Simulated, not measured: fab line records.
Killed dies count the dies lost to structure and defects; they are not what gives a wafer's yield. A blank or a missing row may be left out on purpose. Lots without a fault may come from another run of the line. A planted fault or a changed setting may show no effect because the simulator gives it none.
fab line records + flow gf180mcu + part 2 of 2: steps 32 to 43 of 43
record
- lots=5
- wafers=15
- last_day=34
route steps=602 shown POLY_GATE@157 HV_LDD@176
lots with no fault: from the same line, run without faults
start_h: start of the lot's first displayed wafer, in hours after the record's first day + wait_h: hours from the lot's prior step to this one + " repeats the value in the row above + L1.1+2: one row covering several wafers at once + - no value, or no start was given + * or withheld: withheld + < > ~ a bound
route shown NAME@n: a module of which the file shows steps, and the number in the route of the first + usual: the fault-free wafers' mean and standard deviation + same: alike in all rows + chamber/n: place in a boat + sites: each site's reading + _std_site: how widely they spread, as a standard deviation + _edge_site: outer sites' mean less inner sites' + radius_mm: how far each site lies from the wafer's centre + mask NAME#n: copy n + behind: the last tool/chamber to shape the wafer + hold: reason for holding the lot/hours on hold/outcome of the hold + device: the n, p or np transistor that did not switch + end of line: the same wafers' tests at the end of the route + a step with no rows: only its recipe + killed: dies that structure and defects cost at the first sort, which is not the same as the wafer's yield + map: per-die view of a wafer (x killed, . not killed, _ where there is no die)
set.NAME: the setting the step ran with; set.NAME@STEP: the setting that earlier step ran with + model.NAME: the simulator's own value behind a step, which no gauge read
certain route steps with their lots: each step a table, each wafer a row
services: from which hour (start_h, from the record's first day; less than 0 if before it) a tool's chamber was out of use, for how many hours, and why
## steps
# step GF_HV_LDD_DEHYDRATE_12
# recipe
- temp_c=200
- time_s=60
| lot.wafer  | tool           | chamber | start_h | wait_h |
|------------|----------------|---------|---------|--------|
| L083.2+4+6 | litho_track-01 | 0       | 297.41  | 9.3    |
| L088.2+5+6 | litho_track-01 | 0       | 336.36  | 10.1   |
| L092.2+4+5 | litho_track-01 | 0       | 363.06  | 9.9    |
| L093.1+2+3 | litho_track-04 | 0       | 369.81  | 10.0   |
| L097.1+3+4 | litho_track-03 | 0       | 397.80  | 11.0   |
# step GF_HV_LDD_HMDS_13
# recipe
- prime_time_s=60
- prime_temp_c=120
| lot.wafer  | tool           | chamber | start_h | wait_h |
|------------|----------------|---------|---------|--------|
| L083.2+4+6 | litho_track-01 | 0       | 297.56  | 0.1    |
| L088.2+5+6 | litho_track-01 | 0       | 336.51  | 0.1    |
| L092.2+4+5 | litho_track-01 | 0       | 363.21  | 0.1    |
| L093.1+2+3 | litho_track-04 | 0       | 369.96  | 0.1    |
| L097.1+3+4 | litho_track-03 | 0       | 397.95  | 0.1    |
# step GF_HV_LDD_COAT_14
# recipe
- resist=NOVOLAK
- spin_rpm=3000
- resist_thk_nm=1000
| lot.wafer  | tool           | chamber | start_h | wait_h |
|------------|----------------|---------|---------|--------|
| L083.2+4+6 | litho_track-01 | 0       | 297.71  | 0.1    |
| L088.2+5+6 | litho_track-01 | 0       | 336.66  | 0.1    |
| L092.2+4+5 | litho_track-01 | 0       | 363.36  | 0.1    |
| L093.1+2+3 | litho_track-04 | 0       | 370.11  | 0.1    |
| L097.1+3+4 | litho_track-03 | 0       | 398.10  | 0.1    |
# step GF_HV_LDD_SOFTBAKE_15
# recipe
- temp_c=90
- time_s=60
- resist=NOVOLAK
| lot.wafer  | tool           | chamber | start_h | wait_h |
|------------|----------------|---------|---------|--------|
| L083.2+4+6 | litho_track-01 | 0       | 297.86  | 0.1    |
| L088.2+5+6 | litho_track-01 | 0       | 336.81  | 0.1    |
| L092.2+4+5 | litho_track-01 | 0       | 363.51  | 0.1    |
| L093.1+2+3 | litho_track-04 | 0       | 370.26  | 0.1    |
| L097.1+3+4 | litho_track-03 | 0       | 398.25  | 0.1    |
# step GF_HV_LDD_EXPOSE_16
# recipe
- mask_id=Pplus_LV_AREA
- target_cd_nm=400
- na=0.6
- source_shape=conventional
- sigma_outer=0.6
- dose_mj=140
| lot.wafer  | tool             | chamber | start_h | wait_h | mask            |
|------------|------------------|---------|---------|--------|-----------------|
| L083.2+4+6 | iline_stepper-01 | 0       | -       | -      | Pplus_LV_AREA#0 |
| L088.2+5+6 | iline_stepper-02 | 0       | -       | -      | Pplus_LV_AREA#0 |
| L092.2+4+5 | iline_stepper-02 | 0       | -       | -      | Pplus_LV_AREA#0 |
| L093.1+2+3 | iline_stepper-02 | 0       | -       | -      | Pplus_LV_AREA#0 |
| L097.1+3+4 | iline_stepper-02 | 0       | -       | -      | Pplus_LV_AREA#0 |
# step GF_HV_LDD_PEB_17
# recipe
- temp_c=withheld
- time_s=*
- resist=NOVOLAK
| lot.wafer  | tool           | chamber | start_h | wait_h |
|------------|----------------|---------|---------|--------|
| L083.2+4+6 | litho_track-01 | 0       | -       | -      |
| L088.2+5+6 | litho_track-01 | 0       | -       | -      |
| L092.2+4+5 | litho_track-01 | 0       | -       | -      |
| L093.1+2+3 | litho_track-01 | 0       | -       | -      |
| L097.1+3+4 | litho_track-03 | 0       | -       | -      |
# step GF_HV_LDD_DEVELOP_18
# recipe
- develop_time_s=60
- dev_temp_c=23
| lot.wafer  | tool           | chamber | start_h | wait_h |
|------------|----------------|---------|---------|--------|
| L083.2+4+6 | litho_track-01 | 0       | 307.81  | 0.1    |
| L088.2+5+6 | litho_track-01 | 0       | 347.31  | 0.1    |
| L092.2+4+5 | litho_track-01 | 0       | 374.91  | 0.1    |
| L093.1+2+3 | litho_track-01 | 0       | 381.44  | 0.1    |
| L097.1+3+4 | litho_track-03 | 0       | 409.55  | 0.1    |
# step GF_HV_LDD_CD_MEAS_19
# recipe
- target_cd_nm=400
# usual
- cd_nm=400.1/2.2
| lot.wafer | tool      | chamber | start_h | wait_h | cd_nm |
|-----------|-----------|---------|---------|--------|-------|
| L083.2    | cd_sem-01 | -       | 307.96  | 0.1    | 398.8 |
| L083.4    | "         | -       | "       | "      | 399.1 |
| L083.6    | "         | -       | "       | "      | 399.7 |
| L088.2    | cd_sem-02 | -       | 347.46  | 0.1    | 398.8 |
| L088.5    | "         | -       | "       | "      | 400.0 |
| L088.6    | "         | -       | "       | "      | 400.8 |
| L092.2    | cd_sem-01 | -       | 375.06  | 0.1    | 400.3 |
| L092.4    | "         | -       | "       | "      | 401.3 |
| L092.5    | "         | -       | "       | "      | 399.7 |
| L093.1    | cd_sem-01 | -       | 381.59  | 0.1    | 399.5 |
| L093.2    | "         | -       | "       | "      | 398.4 |
| L093.3    | "         | -       | "       | "      | 396.6 |
| L097.1    | cd_sem-01 | -       | 409.70  | 0.1    | 401.6 |
| L097.3    | "         | -       | "       | "      | 398.6 |
| L097.4    | "         | -       | "       | "      | 402.4 |
# step GF_HV_LDD_OVL_MEAS_20
# usual
- HV_LDD_01_OVL=1.8/1.5
| lot.wafer | tool       | chamber | start_h | wait_h | HV_LDD_01_OVL[nm] |
|-----------|------------|---------|---------|--------|-------------------|
| L083.2    | overlay-02 | -       | 308.06  | 0.1    | 0.3               |
| L083.4    | "          | -       | "       | "      | 2.6               |
| L083.6    | "          | -       | "       | "      | 5.2               |
| L088.2    | overlay-01 | -       | 347.56  | 0.1    | 3.8               |
| L088.5    | "          | -       | "       | "      | 3.4               |
| L088.6    | "          | -       | "       | "      | 3.5               |
| L092.2    | overlay-02 | -       | 375.16  | 0.1    | 3.1               |
| L092.4    | "          | -       | "       | "      | 0.3               |
| L092.5    | "          | -       | "       | "      | 1.8               |
| L093.1    | overlay-01 | -       | 381.71  | 0.1    | 0.2               |
| L093.2    | "          | -       | "       | "      | 1.6               |
| L093.3    | "          | -       | "       | "      | -0.2              |
| L097.1    | overlay-02 | -       | 409.82  | 0.1    | 2.7               |
| L097.3    | "          | -       | "       | "      | 3.1               |
| L097.4    | "          | -       | "       | "      | 3.0               |
# step GF_HV_LDD_IMPLANT_21
# recipe
- species=BF2
- energy_kev=25
- dose_cm2=5e+13
- tilt_deg=7
# usual
- beam_energy_keV=24.999/0.0074
- faraday_current_uA=281/5.4
| lot.wafer | tool         | chamber | start_h | wait_h | beam_energy_keV | faraday_current_uA |
|-----------|--------------|---------|---------|--------|-----------------|--------------------|
| L083.2    | implanter-01 | 0       | 308.12  | 0.0    | 25.000          | 274                |
| L083.4    | "            | 0       | "       | "      | 25.008          | 276                |
| L083.6    | "            | 0       | "       | "      | 25.001          | 283                |
| L088.2    | implanter-01 | 0       | 347.62  | 0.0    | 25.005          | 286                |
| L088.5    | "            | 0       | "       | "      | 25.010          | 280                |
| L088.6    | "            | 0       | "       | "      | 25.016          | 290                |
| L092.2    | implanter-01 | 0       | 375.22  | 0.0    | 24.990          | 287                |
| L092.4    | "            | 0       | "       | "      | 24.989          | 284                |
| L092.5    | "            | 0       | "       | "      | 24.998          | 275                |
| L093.1    | implanter-01 | 0       | 381.74  | 0.0    | 25.015          | 281                |
| L093.2    | "            | 0       | "       | "      | 24.997          | 281                |
| L093.3    | "            | 0       | "       | "      | 25.005          | 295                |
| L097.1    | implanter-03 | 0       | 409.86  | 0.0    | 25.003          | 290                |
| L097.3    | "            | 0       | "       | "      | 25.001          | 279                |
| L097.4    | "            | 0       | "       | "      | 25.007          | 274                |
# step GF_HV_LDD_STRIP_22
# recipe
- chemistry=O2/N2
- power_w=1400
- pressure_mtorr=1500
- platen_temp_c=250
- o2_flow_sccm=3000
- n2_flow_sccm=300
- overash_fraction=0.5
# usual
- drypump_motor_current_A=5.5/0.33
- heater_power_w=341/16
- n2_flow_sccm=300.1/0.88
- oes_product_au=0.716/0.0047
- strip_time_to_endpoint_s=12.65/0.039
| lot.wafer | tool            | chamber | start_h | wait_h | drypump_motor_current_A | heater_power_w | n2_flow_sccm | oes_product_au | rf_hours_counter_h | strip_time_to_endpoint_s |
|-----------|-----------------|---------|---------|--------|-------------------------|----------------|--------------|----------------|--------------------|--------------------------|
| L083.2    | plasma_asher-03 | 1       | 308.24  | 0.1    | 5.6                     | 344            | 300.0        | 0.711          | 20                 | 12.66                    |
| L083.4    | "               | 1       | "       | "      | 5.6                     | 360            | 299.9        | 0.721          | -                  | 12.66                    |
| L083.6    | "               | 1       | "       | "      | 5.6                     | 363            | 300.0        | 0.721          | -                  | 12.62                    |
| L088.2    | plasma_asher-04 | 1       | 347.74  | 0.1    | 5.8                     | 353            | 300.4        | 0.715          | 68                 | 12.66                    |
| L088.5    | "               | 1       | "       | "      | 5.8                     | 363            | 299.6        | 0.714          | -                  | 12.62                    |
| L088.6    | "               | 0       | "       | "      | 5.2                     | 326            | 299.6        | 0.711          | -                  | 12.60                    |
| L092.2    | plasma_asher-04 | 1       | 375.34  | 0.1    | 5.7                     | 365            | 299.8        | 0.713          | 70                 | 12.59                    |
| L092.4    | "               | 1       | "       | "      | 5.8                     | 364            | 300.3        | 0.711          | -                  | 12.60                    |
| L092.5    | "               | 1       | "       | "      | 5.8                     | 351            | 300.7        | 0.714          | -                  | 12.57                    |
| L093.1    | plasma_asher-04 | 0       | 381.89  | 0.1    | 5.2                     | 334            | 301.2        | 0.723          | 71                 | 12.65                    |
| L093.2    | "               | 1       | "       | "      | 5.7                     | 356            | 300.2        | 0.716          | 71                 | 12.64                    |
| L093.3    | "               | 0       | "       | "      | 5.2                     | 329            | 301.0        | 0.713          | -                  | 12.65                    |
| L097.1    | plasma_asher-04 | 1       | 410.01  | 0.1    | 5.8                     | 359            | 299.3        | 0.716          | 75                 | 12.64                    |
| L097.3    | "               | 1       | "       | "      | 5.7                     | 363            | 299.4        | 0.715          | -                  | 12.64                    |
| L097.4    | "               | 0       | "       | "      | 5.2                     | 321            | 299.0        | 0.709          | -                  | 12.60                    |
# step GF_HV_LDD_TW_MEAS_23
# usual
- HV_LDD_2_TW=1054/7.4
| lot.wafer | tool          | chamber | start_h | wait_h | HV_LDD_2_TW |
|-----------|---------------|---------|---------|--------|-------------|
| L083.2    | film_metro-02 | -       | 308.35  | 0.1    | 1049        |
| L083.4    | "             | -       | "       | "      | 1054        |
| L083.6    | "             | -       | "       | "      | 1052        |
| L088.2    | film_metro-02 | -       | 347.85  | 0.1    | 1050        |
| L088.5    | "             | -       | "       | "      | 1052        |
| L088.6    | "             | -       | "       | "      | 1047        |
| L092.2    | film_metro-04 | -       | 375.45  | 0.1    | 1064        |
| L092.4    | "             | -       | "       | "      | 1061        |
| L092.5    | "             | -       | "       | "      | 1062        |
| L093.1    | film_metro-03 | -       | 381.99  | 0.1    | 1052        |
| L093.2    | "             | -       | "       | "      | 1055        |
| L093.3    | "             | -       | "       | "      | 1058        |
| L097.1    | film_metro-02 | -       | 410.11  | 0.1    | 1043        |
| L097.3    | "             | -       | "       | "      | 1048        |
| L097.4    | "             | -       | "       | "      | 1044        |
## services
| tool             | chamber | start_h | hours | kind   |
|------------------|---------|---------|-------|--------|
| krf_scanner-01   | -       | 223.04  | 1.3   | pm     |
| krf_scanner-02   | -       | 226.87  | 0.9   | repair |
| krf_scanner-01   | -       | 230.88  | 1.0   | pm     |
| rie_si-02        | 2       | 234.58  | 1.5   | repair |
| plasma_asher-04  | -       | 254.93  | 1.7   | repair |
| lpcvd-01         | -       | 259.10  | 14.6  | pm     |
| rie_diel-01      | 3       | 271.82  | 1.8   | repair |
| rie_diel-01      | 0       | 291.64  | 15.7  | repair |
| iline_stepper-02 | -       | 296.81  | 1.7   | pm     |
| iline_stepper-01 | -       | 307.66  | 4.1   | repair |
| krf_scanner-01   | -       | 320.49  | 0.8   | pm     |
| furnace-01       | -       | 340.08  | 17.1  | pm     |
| iline_stepper-01 | -       | 341.40  | 1.7   | pm     |
| rie_diel-01      | 2       | 342.23  | 14.7  | repair |
| krf_scanner-01   | -       | 353.52  | 0.3   | repair |
| plasma_asher-04  | -       | 354.98  | 4.9   | repair |
| rie_si-02        | -       | 362.58  | 0.4   | repair |
| iline_stepper-01 | -       | 375.53  | 12.5  | repair |
| krf_scanner-01   | -       | 390.26  | 2.6   | repair |
| implanter-01     | -       | 394.70  | 0.8   | repair |
| krf_scanner-01   | -       | 397.62  | 3.6   | pm     |
| krf_scanner-01   | -       | 401.18  | 1.3   | pm     |
| krf_scanner-01   | -       | 402.48  | 1.0   | pm     |
| implanter-04     | -       | 403.28  | 17.2  | pm     |
